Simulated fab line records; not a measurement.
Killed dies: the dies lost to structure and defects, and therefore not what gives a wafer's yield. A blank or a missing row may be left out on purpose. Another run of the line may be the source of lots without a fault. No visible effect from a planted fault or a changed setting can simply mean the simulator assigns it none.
Which tool is to blame?    flow sky130    18 wafers sampled from 6 lots at 1 step of a route of 708

== WHAT THE GAUGES READ, wafer by wafer ==
SKY_METAL3_OVL_MEAS_14.
lot   measured      on          METAL3_OVL (nm)
L509  day 38 15:26  overlay-02  1 -1 -2
L512  day 40 07:14  overlay-01  2 5 8
L515  day 40 19:12  overlay-02  -5 -3 1
L519  day 41 12:06  overlay-02  -2 2 1
L522  day 42 15:24  overlay-02  6 9 6
L525  day 43 17:36  overlay-02  1 2 2

== WHAT TOOL EACH LOT RAN ON (gives the tool, then ch and the chambers of the sampled wafers, and finally the start) ==
Before these readings, the record contains no process step.

== THE ANSWER, worked out from the rows above alone ==
Rule: the usual values come from the lots themselves. The widest of any qualifying gaps counts: lots, ordered by their means at a reading, are off when they make up no more than a third of the lots, leave a main group of 4 or more, and stand apart from it by 3 or more times the standard deviation of that group's means. If all means in a main group match to the digits the tables above print for the reading, that group is not used. A lot without any number at a reading at which 4 lots or more have one is off too. The other lots that the step has rows for count as sound.
No lot is off on any of the readings shown, so nothing can be concluded from this.

== WHAT THE SIMULATOR HAD INSERTED ==
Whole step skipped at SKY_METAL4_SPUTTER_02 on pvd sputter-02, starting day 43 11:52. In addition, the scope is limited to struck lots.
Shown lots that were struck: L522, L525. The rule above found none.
